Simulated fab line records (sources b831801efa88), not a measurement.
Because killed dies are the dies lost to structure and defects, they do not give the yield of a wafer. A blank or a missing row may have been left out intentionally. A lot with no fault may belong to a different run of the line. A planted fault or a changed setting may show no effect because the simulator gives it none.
Chamber matching ; flow gf180mcu ; 4 sister chambers for GF_V2_CMP_26 on cmp-02
The step polishes, stops on SiO2, t overpolish 15 s, target thk 0 nm. 22 wafers are shown with their chamber, then 11 later ones without.

== WAFERS PAIRED WITH THEIR CHAMBERS ==
wafer;chamber;motor current A (A);time to endpoint s (s);edge zone pressure frac
L074.3;3;13.0;87;0.999
L074.5;0;9.9;83;0.998
L074.6;3;12.8;89;0.998
L076.1;0;9.7;80;1.000
L076.5;3;12.5;89;0.996
L076.6;2;11.0;74;1.009
L078.1;1;12.8;83;1.008
L078.3;0;9.1;78;0.996
L078.4;3;12.0;85;1.002
L082.4;3;12.1;87;0.998
L082.5;3;12.4;87;1.003
L082.6;2;11.3;75;0.999
L083.1;0;9.6;80;0.997
L083.2;1;12.9;86;1.000
L083.5;0;9.9;82;0.999
L088.1;1;14.2;86;1.002
L088.2;0;9.2;84;0.993
L088.3;2;11.0;77;0.995
L089.1;1;13.8;85;1.004
L089.2;0;10.0;82;1.005
L089.5;2;10.7;76;0.998
L093.3;2;10.6;74;0.996

SIGNATURES (averages over the wafers above)
reading;chamber 0;chamber 1;chamber 2;chamber 3;scatter within a chamber
motor current A;9.629;13.425;10.920;12.467;0.423
time to endpoint s;81.29;85.00;75.20;87.33;1.66
edge zone pressure frac;0.99829;1.00350;0.99940;0.99933;0.00394
Rule: distance of a wafer from a chamber = root of the sum over the readings of ((wafer's reading minus chamber's mean) / reading's scatter) squared. The wafer belongs to the nearest chamber; if the next one is less than 2 further off, it can't be placed. How the scatter is found: for the shown wafers, subtract from each reading the mean of its chamber, square and add these, divide the total by (wafers less chambers), then take the root.

== WAFERS MISSING THEIR CHAMBER ==
wafer;motor current A (A);time to endpoint s (s);edge zone pressure frac
L093.4;13.9;85;1.005
L093.6;10.3;80;0.993
L095.3;11.3;79;0.999
L095.4;13.6;84;1.006
L095.5;12.9;89;0.996
L096.2;9.4;84;0.998
L096.3;12.8;89;1.000
L096.6;11.3;74;0.994
L097.2;12.3;91;1.002
L097.4;11.4;77;0.998
L097.6;14.1;85;1.004

== EACH ONE'S CHAMBER ==
wafer;from the rows above;in truth
L093.4;1;1
L093.6;can't be placed: 0 or 2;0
L095.3;can't be placed: 2 or 0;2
L095.4;1;1
L095.5;can't be placed: 3 or 1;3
L096.2;0;0
L096.3;can't be placed: 3 or 1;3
L096.6;2;2
L097.2;3;3
L097.4;2;2
L097.6;1;1
Correctly placed: 7 of 11. Unplaceable from these rows: 4, with the true chamber sitting among the candidates in 4. Number placed wrongly: 0.
